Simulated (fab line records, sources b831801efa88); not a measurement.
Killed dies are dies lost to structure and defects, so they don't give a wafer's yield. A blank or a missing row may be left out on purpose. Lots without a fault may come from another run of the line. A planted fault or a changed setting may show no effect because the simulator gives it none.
Split-lot experiment | flow sfq_line | 5 lots, 23 wafers read, on a route of 325 steps

THE SPLIT
At SFQ_TRILAYER_M6_DEP_SPUTTER_157 (material Nb, target thk 200 nm, time 133.3 s), the setting time_s was moved away from the recipe's 133.3 s on 8 of the 23 wafers read, by -12.0% to +14.6%. The other wafers ran this setting at the recipe's value.

The file shows no step between the split and the reading.

THE READING
M6_NB_RS, in ohm/sq, at SFQ_M6_RS_MEAS_938 (measures by four-point-probe). Fault-free wafers of this fab line usually give 0.896 ohm/sq, standard deviation 0.0062 ohm/sq.

wafer  | tool, chamber at the split | time_s as run, s | against the recipe | M6_NB_RS, ohm/sq | against lot-mates on the recipe
L075.1 | pvd_sputter-05, -          | 143.9            | +8.0%              | 0.822            | -0.071
L075.2 | pvd_sputter-05, -          | 133.3            | recipe             | 0.893            | -
L075.3 | pvd_sputter-05, -          | 143.9            | +8.0%              | 0.828            | -0.065
L075.4 | pvd_sputter-05, -          | 133.3            | recipe             | 0.894            | -
L075.6 | pvd_sputter-05, -          | 133.3            | recipe             | 0.893            | -
L078.2 | pvd_sputter-04, -          | 133.3            | recipe             | 0.910            | -
L078.3 | pvd_sputter-04, -          | 145.4            | +9.1%              | 0.831            | -0.078
L078.4 | pvd_sputter-04, -          | 133.3            | recipe             | 0.908            | -
L078.5 | pvd_sputter-04, -          | 145.4            | +9.1%              | 0.832            | -0.077
L078.6 | pvd_sputter-04, -          | 133.3            | recipe             | 0.908            | -
L080.1 | pvd_sputter-06, -          | 133.3            | recipe             | 0.892            | -
L080.3 | pvd_sputter-06, -          | 133.3            | recipe             | 0.897            | -
L080.4 | pvd_sputter-06, -          | 133.3            | recipe             | 0.894            | -
L083.1 | pvd_sputter-04, -          | 152.8            | +14.6%             | 0.782            | -0.107
L083.2 | pvd_sputter-04, -          | 152.8            | +14.6%             | 0.781            | -0.108
L083.3 | pvd_sputter-04, -          | 133.3            | recipe             | 0.884            | -
L083.4 | pvd_sputter-04, -          | 133.3            | recipe             | 0.890            | -
L083.5 | pvd_sputter-04, -          | 133.3            | recipe             | 0.892            | -
L084.1 | pvd_sputter-05, -          | 117.3            | -12.0%             | 1.024            | +0.127
L084.2 | pvd_sputter-05, -          | 133.3            | recipe             | 0.892            | -
L084.3 | pvd_sputter-05, -          | 133.3            | recipe             | 0.906            | -
L084.5 | pvd_sputter-05, -          | 133.3            | recipe             | 0.894            | -
L084.6 | pvd_sputter-05, -          | 117.3            | -12.0%             | 1.039            | +0.142

THE FIT
A straight line over all 23 wafers: M6_NB_RS changes by -0.00907 ohm/sq for each +1% of time_s; r = -0.98; the points scatter about the line by 0.012 ohm/sq.
The same after taking each lot's own level away (the mean of its wafers on the recipe; 23 wafers): -0.00898 ohm/sq for each +1%; r = -0.98; scatter 0.011 ohm/sq.
On that fit, the largest move of time_s shifts the reading by 0.13 ohm/sq.
The lots' own levels span 0.8887 to 0.9087 ohm/sq, that is 3.2 times the standard deviation above.
So the lot-to-lot level changes the slope little: the two slopes agree.
Check: with one of the wafers moved furthest among these (+14.6%) left out of the fit, the line predicts -0.132 ohm/sq for it against its lot-mates. It came out at -0.107 ohm/sq against them.

OTHER SPLITS ON THESE WAFERS
These wafers also went through other splits before the reading. Each is held against what the fit with the lots' levels taken away leaves over:
other split on the same wafers                  | wafers away from the commonest value | r with M6_NB_RS (lot level and that fit taken away)
SFQ_TRILAYER_JJ_CE_LITHO_COAT_119 spin_rpm      | 4                                    | -0.18
SFQ_TRILAYER_JJ_CE_LITHO_PEB_117 peb_time_s     | 7                                    | +0.06
SFQ_TRILAYER_JJ_CE_BARC_OPEN_RIE_150 icp_w      | 9                                    | -0.15
SFQ_TRILAYER_M5_LITHO_COAT_123 spin_rpm         | 6                                    | +0.18
SFQ_TRILAYER_M5_BARC_OPEN_METAL_ETCH_161 bias_w | 8                                    | -0.14
SFQ_TRILAYER_R5_DEP_SPUTTER_133 time_s          | 6                                    | +0.11
SFQ_TRILAYER_R5_LITHO_COAT_141 resist_thk_nm    | 8                                    | +0.07
SFQ_TRILAYER_C5_LITHO_COAT_151 resist_thk_nm    | 6                                    | -0.05

THE WHOLE CHAIN: every reading that the file lists as answering this split, in the file's order
step                            | what it does                                 | reading                                                                                   | change (the file's fit)              | r (the file's)
SFQ_TRILAYER_M6_DEP_SPUTTER_157 | material Nb, target thk 200 nm, time 133.3 s | Nb_of_TRILAYER_M6_DEP_SPUTTER_157.thk_nm (the simulator's own value, which no gauge read) | +1.98 nm for each +1% of the setting | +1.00
SFQ_M6_RS_MEAS_938              | measures by four-point-probe                 | M6_NB_RS                                                                                  | -0.00878 for each +1% of the setting | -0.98

THE FILE'S OWN FIT
M6_NB_RS changes by -0.00878 ohm/sq for each +1% of time_s, r = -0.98.
